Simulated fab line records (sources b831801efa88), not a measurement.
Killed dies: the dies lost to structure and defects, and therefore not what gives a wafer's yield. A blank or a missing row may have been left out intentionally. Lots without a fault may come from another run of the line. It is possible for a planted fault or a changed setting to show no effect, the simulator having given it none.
What tool caused it? || flow gf180mcu || 39 wafers from 13 lots sampled at 5 of the route's 602 steps

WHAT EACH GAUGE READ, for each wafer
GF_PSD_RS_MEAS_14: measurement is done with a four-point probe. Usual: NSD_RS typically reads 46.11 ohm/sq, with standard deviation 0.084.
{"lot": "L458", "measured": "day 14 05:23", "on": "film-metro-02", "NSD_RS (ohm/sq)": "46.18 46.16 46.11", "flag": ""}
{"lot": "L460", "measured": "day 14 17:08", "on": "film-metro-03", "NSD_RS (ohm/sq)": "46.00 46.04 46.02", "flag": ""}
{"lot": "L461", "measured": "day 15 05:49", "on": "film-metro-04", "NSD_RS (ohm/sq)": "46.05 46.07 46.06", "flag": ""}
{"lot": "L462", "measured": "day 15 22:44", "on": "film-metro-03", "NSD_RS (ohm/sq)": "46.07 45.94 45.96", "flag": ""}
{"lot": "L463", "measured": "day 16 05:49", "on": "film-metro-02", "NSD_RS (ohm/sq)": "45.99 46.18 46.16", "flag": ""}
{"lot": "L464", "measured": "day 16 11:40", "on": "film-metro-02", "NSD_RS (ohm/sq)": "46.22 46.18 46.06", "flag": ""}
{"lot": "L465", "measured": "day 16 17:37", "on": "film-metro-03", "NSD_RS (ohm/sq)": "46.11 45.99 46.21", "flag": ""}
{"lot": "L466", "measured": "day 17 03:22", "on": "film-metro-02", "NSD_RS (ohm/sq)": "46.18 46.16 46.25", "flag": ""}
{"lot": "L468", "measured": "day 18 04:47", "on": "film-metro-04", "NSD_RS (ohm/sq)": "46.11 46.01 46.11", "flag": ""}
{"lot": "L469", "measured": "day 18 11:32", "on": "film-metro-03", "NSD_RS (ohm/sq)": "46.04 46.14 46.06", "flag": ""}
{"lot": "L470", "measured": "day 18 18:01", "on": "film-metro-04", "NSD_RS (ohm/sq)": "46.31 46.24 46.20", "flag": ""}
{"lot": "L473", "measured": "day 19 17:52", "on": "film-metro-03", "NSD_RS (ohm/sq)": "47.12 47.31 47.30", "flag": "OFF"}
{"lot": "L480", "measured": "day 21 20:49", "on": "film-metro-03", "NSD_RS (ohm/sq)": "46.08 46.20 46.01", "flag": ""}

GF_CONTACT_THK_MEAS_03. Usual: CONTACT_CVD_02_THK typically reads 859 nm, with standard deviation 12.
{"lot": "L458", "measured": "day 15 02:52", "on": "film-metro-01", "CONTACT_CVD_02_THK (nm)": "870 860 857", "flag": ""}
{"lot": "L460", "measured": "day 15 16:41", "on": "film-metro-02", "CONTACT_CVD_02_THK (nm)": "851 845 859", "flag": ""}
{"lot": "L461", "measured": "day 16 04:25", "on": "film-metro-02", "CONTACT_CVD_02_THK (nm)": "850 848 847", "flag": ""}
{"lot": "L462", "measured": "day 16 22:35", "on": "film-metro-04", "CONTACT_CVD_02_THK (nm)": "862 855 864", "flag": ""}
{"lot": "L463", "measured": "day 17 04:49", "on": "film-metro-04", "CONTACT_CVD_02_THK (nm)": "846 867 858", "flag": ""}
{"lot": "L464", "measured": "day 17 12:01", "on": "film-metro-01", "CONTACT_CVD_02_THK (nm)": "842 852 849", "flag": ""}
{"lot": "L465", "measured": "day 17 17:57", "on": "film-metro-02", "CONTACT_CVD_02_THK (nm)": "850 855 867", "flag": ""}
{"lot": "L466", "measured": "day 18 04:32", "on": "film-metro-01", "CONTACT_CVD_02_THK (nm)": "870 862 882", "flag": ""}
{"lot": "L468", "measured": "day 19 06:22", "on": "film-metro-01", "CONTACT_CVD_02_THK (nm)": "861 860 864", "flag": ""}
{"lot": "L469", "measured": "day 19 12:56", "on": "film-metro-01", "CONTACT_CVD_02_THK (nm)": "840 871 852", "flag": ""}
{"lot": "L470", "measured": "day 19 20:32", "on": "film-metro-02", "CONTACT_CVD_02_THK (nm)": "850 870 861", "flag": ""}
{"lot": "L473", "measured": "day 20 19:28", "on": "film-metro-01", "CONTACT_CVD_02_THK (nm)": "862 849 870", "flag": ""}
{"lot": "L480", "measured": "day 22 21:33", "on": "film-metro-04", "CONTACT_CVD_02_THK (nm)": "842 860 870", "flag": ""}

WHICH TOOL RAN EACH LOT (tool, then ch and the chambers of the sampled wafers, then the start)
{"lot": "L458", "GF_POLY_GATE_STRIP_14": "plasma-asher-04 ch 0,1, day 9 04:17", "GF_NSD_IMPLANT_10": "implanter-02 ch 0, day 13 08:33", "GF_CONTACT_CVD_02": "pecvd-03 ch 0,1,2, day 15 02:47"}
{"lot": "L460", "GF_POLY_GATE_STRIP_14": "plasma-asher-01 ch 0,1, day 9 17:37", "GF_NSD_IMPLANT_10": "implanter-03 ch 0, day 13 20:05", "GF_CONTACT_CVD_02": "pecvd-02 ch 1,2, day 15 16:37"}
{"lot": "L461", "GF_POLY_GATE_STRIP_14": "plasma-asher-04 ch 0,1, day 10 03:37", "GF_NSD_IMPLANT_10": "implanter-01 ch 0, day 14 08:27", "GF_CONTACT_CVD_02": "pecvd-02 ch 0,1,2, day 16 04:21"}
{"lot": "L462", "GF_POLY_GATE_STRIP_14": "plasma-asher-04 ch 0,1, day 10 16:46", "GF_NSD_IMPLANT_10": "implanter-02 ch 0, day 15 00:29", "GF_CONTACT_CVD_02": "pecvd-04 ch 0,1,2, day 16 22:31"}
{"lot": "L463", "GF_POLY_GATE_STRIP_14": "plasma-asher-01 ch 0,1, day 10 21:37", "GF_NSD_IMPLANT_10": "implanter-03 ch 0, day 15 07:07", "GF_CONTACT_CVD_02": "pecvd-02 ch 0,1,2, day 17 04:44"}
{"lot": "L464", "GF_POLY_GATE_STRIP_14": "plasma-asher-02 ch 0,1, day 11 03:02", "GF_NSD_IMPLANT_10": "implanter-03 ch 0, day 15 12:34", "GF_CONTACT_CVD_02": "pecvd-02 ch 1,2, day 17 11:56"}
{"lot": "L465", "GF_POLY_GATE_STRIP_14": "plasma-asher-02 ch 0,1, day 11 08:23", "GF_NSD_IMPLANT_10": "implanter-02 ch 0, day 15 18:46", "GF_CONTACT_CVD_02": "pecvd-02 ch 0,1, day 17 17:52"}
{"lot": "L466", "GF_POLY_GATE_STRIP_14": "plasma-asher-02 ch 0,1, day 11 17:50", "GF_NSD_IMPLANT_10": "implanter-02 ch 0, day 16 04:35", "GF_CONTACT_CVD_02": "pecvd-03 ch 0,1,2, day 18 04:28"}
{"lot": "L468", "GF_POLY_GATE_STRIP_14": "plasma-asher-01 ch 0,1, day 12 08:05", "GF_NSD_IMPLANT_10": "implanter-01 ch 0, day 17 04:23", "GF_CONTACT_CVD_02": "pecvd-02 ch 0,1, day 19 06:17"}
{"lot": "L469", "GF_POLY_GATE_STRIP_14": "plasma-asher-01 ch 0,1, day 12 14:29", "GF_NSD_IMPLANT_10": "implanter-02 ch 0, day 17 11:29", "GF_CONTACT_CVD_02": "pecvd-02 ch 0,1,2, day 19 12:52"}
{"lot": "L470", "GF_POLY_GATE_STRIP_14": "plasma-asher-02 ch 0,1, day 12 21:20", "GF_NSD_IMPLANT_10": "implanter-03 ch 0, day 17 17:50", "GF_CONTACT_CVD_02": "pecvd-03 ch 0,2, day 19 20:28"}
{"lot": "L473", "GF_POLY_GATE_STRIP_14": "plasma-asher-04 ch 0,1, day 13 19:34", "GF_NSD_IMPLANT_10": "implanter-02 ch 0, day 18 16:35", "GF_CONTACT_CVD_02": "pecvd-03 ch 1,2, day 20 19:24"}
{"lot": "L480", "GF_POLY_GATE_STRIP_14": "plasma-asher-04 ch 0,1, day 15 16:50", "GF_NSD_IMPLANT_10": "implanter-01 ch 0, day 20 20:23", "GF_CONTACT_CVD_02": "pecvd-04 ch 0,1,2, day 22 21:28"}
- GF_POLY_GATE_STRIP_14: strips in O2/N2.
- GF_NSD_IMPLANT_10
- GF_CONTACT_CVD_02: deposits SiO2 from TEOS, target thk 860 nm, time 95.992 s.

WHAT THE TOOLS THEMSELVES READ (means of the sampled wafers that have a number; where no wafer has one, the mark that the record gives instead)
GF_POLY_GATE_STRIP_14. Usual: drypump-motor-current-A 5.6 A, standard deviation 0.48; heater-power-w 340 W, standard deviation 38; n2-flow-sccm 299.9 sccm, standard deviation 0.9; o2-flow-sccm 2999 sccm, standard deviation 9.7; oes-product-au 0.505 a.u., standard deviation 0.0047; platen-temp-c 250.01 C, standard deviation 0.18.
{"lot": "L458", "tool": "plasma-asher-04", "drypump-motor-current-A (A)": 6.2, "heater-power-w (W)": 375, "n2-flow-sccm (sccm)": 298.6, "o2-flow-sccm (sccm)": 3001, "oes-product-au (a.u.)": 0.508, "platen-temp-c (C)": 250.20, "flag": ""}
{"lot": "L460", "tool": "plasma-asher-01", "drypump-motor-current-A (A)": 5.7, "heater-power-w (W)": 294, "n2-flow-sccm (sccm)": 300.9, "o2-flow-sccm (sccm)": 2996, "oes-product-au (a.u.)": 0.502, "platen-temp-c (C)": 249.93, "flag": ""}
{"lot": "L461", "tool": "plasma-asher-04", "drypump-motor-current-A (A)": 6.2, "heater-power-w (W)": 371, "n2-flow-sccm (sccm)": 300.2, "o2-flow-sccm (sccm)": 2999, "oes-product-au (a.u.)": 0.502, "platen-temp-c (C)": 249.95, "flag": ""}
{"lot": "L462", "tool": "plasma-asher-04", "drypump-motor-current-A (A)": 6.1, "heater-power-w (W)": 370, "n2-flow-sccm (sccm)": 300.0, "o2-flow-sccm (sccm)": 3005, "oes-product-au (a.u.)": 0.502, "platen-temp-c (C)": 250.08, "flag": ""}
{"lot": "L463", "tool": "plasma-asher-01", "drypump-motor-current-A (A)": 5.7, "heater-power-w (W)": 294, "n2-flow-sccm (sccm)": 300.0, "o2-flow-sccm (sccm)": 2999, "oes-product-au (a.u.)": 0.504, "platen-temp-c (C)": 250.03, "flag": ""}
{"lot": "L464", "tool": "plasma-asher-02", "drypump-motor-current-A (A)": 5.4, "heater-power-w (W)": 364, "n2-flow-sccm (sccm)": 300.5, "o2-flow-sccm (sccm)": 2989, "oes-product-au (a.u.)": 0.499, "platen-temp-c (C)": 250.21, "flag": ""}
{"lot": "L465", "tool": "plasma-asher-02", "drypump-motor-current-A (A)": 5.3, "heater-power-w (W)": 362, "n2-flow-sccm (sccm)": 300.3, "o2-flow-sccm (sccm)": 3001, "oes-product-au (a.u.)": 0.505, "platen-temp-c (C)": 250.01, "flag": ""}
{"lot": "L466", "tool": "plasma-asher-02", "drypump-motor-current-A (A)": 5.4, "heater-power-w (W)": 364, "n2-flow-sccm (sccm)": 299.1, "o2-flow-sccm (sccm)": 2998, "oes-product-au (a.u.)": 0.505, "platen-temp-c (C)": 250.03, "flag": ""}
{"lot": "L468", "tool": "plasma-asher-01", "drypump-motor-current-A (A)": 5.3, "heater-power-w (W)": 281, "n2-flow-sccm (sccm)": 299.9, "o2-flow-sccm (sccm)": 3004, "oes-product-au (a.u.)": 0.507, "platen-temp-c (C)": 250.07, "flag": ""}
{"lot": "L469", "tool": "plasma-asher-01", "drypump-motor-current-A (A)": 5.3, "heater-power-w (W)": 282, "n2-flow-sccm (sccm)": 300.2, "o2-flow-sccm (sccm)": 2997, "oes-product-au (a.u.)": 0.504, "platen-temp-c (C)": 250.16, "flag": ""}
{"lot": "L470", "tool": "plasma-asher-02", "drypump-motor-current-A (A)": 5.4, "heater-power-w (W)": 362, "n2-flow-sccm (sccm)": 300.5, "o2-flow-sccm (sccm)": 2999, "oes-product-au (a.u.)": 0.502, "platen-temp-c (C)": 250.01, "flag": ""}
{"lot": "L473", "tool": "plasma-asher-04", "drypump-motor-current-A (A)": 5.8, "heater-power-w (W)": 363, "n2-flow-sccm (sccm)": 299.6, "o2-flow-sccm (sccm)": 3007, "oes-product-au (a.u.)": 0.502, "platen-temp-c (C)": 249.92, "flag": ""}
{"lot": "L480", "tool": "plasma-asher-04", "drypump-motor-current-A (A)": 6.2, "heater-power-w (W)": 370, "n2-flow-sccm (sccm)": 300.1, "o2-flow-sccm (sccm)": 3002, "oes-product-au (a.u.)": 0.508, "platen-temp-c (C)": 249.96, "flag": ""}

GF_CONTACT_CVD_02. Usual: heater-power-w at 648 W, with a standard deviation of 98.
{"lot": "L458", "tool": "pecvd-03", "heater-power-w (W)": 624, "flag": ""}
{"lot": "L460", "tool": "pecvd-02", "heater-power-w (W)": 802, "flag": ""}
{"lot": "L461", "tool": "pecvd-02", "heater-power-w (W)": 764, "flag": ""}
{"lot": "L462", "tool": "pecvd-04", "heater-power-w (W)": 611, "flag": ""}
{"lot": "L463", "tool": "pecvd-02", "heater-power-w (W)": 781, "flag": ""}
{"lot": "L464", "tool": "pecvd-02", "heater-power-w (W)": 796, "flag": ""}
{"lot": "L465", "tool": "pecvd-02", "heater-power-w (W)": 677, "flag": ""}
{"lot": "L466", "tool": "pecvd-03", "heater-power-w (W)": 573, "flag": ""}
{"lot": "L468", "tool": "pecvd-02", "heater-power-w (W)": 730, "flag": ""}
{"lot": "L469", "tool": "pecvd-02", "heater-power-w (W)": 737, "flag": ""}
{"lot": "L470", "tool": "pecvd-03", "heater-power-w (W)": 592, "flag": ""}
{"lot": "L473", "tool": "pecvd-03", "heater-power-w (W)": 540, "flag": ""}
{"lot": "L480", "tool": "pecvd-04", "heater-power-w (W)": 642, "flag": ""}

THE ANSWER, worked out from the rows above alone
Rule: a lot counts as off when the mean over its wafers that have a number is more than 3 standard deviations away from the usual mean. A lot without any number at a reading at which 4 lots or more have one is off too. All remaining lots with rows at the step are treated as sound. After the gauges, taken in route order, come the tools' own readings; for these a lot's mean is taken, as printed above. The first step at which some lot is off is used, and at that step the reading that is off furthest; a lot without a number counts as furthest.
Off: at GF_PSD_RS_MEAS_14 (NSD_RS), L473.
A tool fits if, at a process step before that reading, it ran every lot that is off, and no sound lot after the first of them. The gauges at GF_PSD_RS_MEAS_14 are tried like those tools. One fits: implanter-02 at GF_NSD_IMPLANT_10. Its last sound lot is L469 (day 17 11:29), its first lot that is off L473 (day 18 16:35): a fault that began between those two fits.

WHAT HAD BEEN PUT IN BY THE SIMULATOR
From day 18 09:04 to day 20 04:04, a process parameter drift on implanter-02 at GF_NSD_IMPLANT_10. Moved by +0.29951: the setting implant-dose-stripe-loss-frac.
Lots struck among those shown: L473. The rule above found the same.
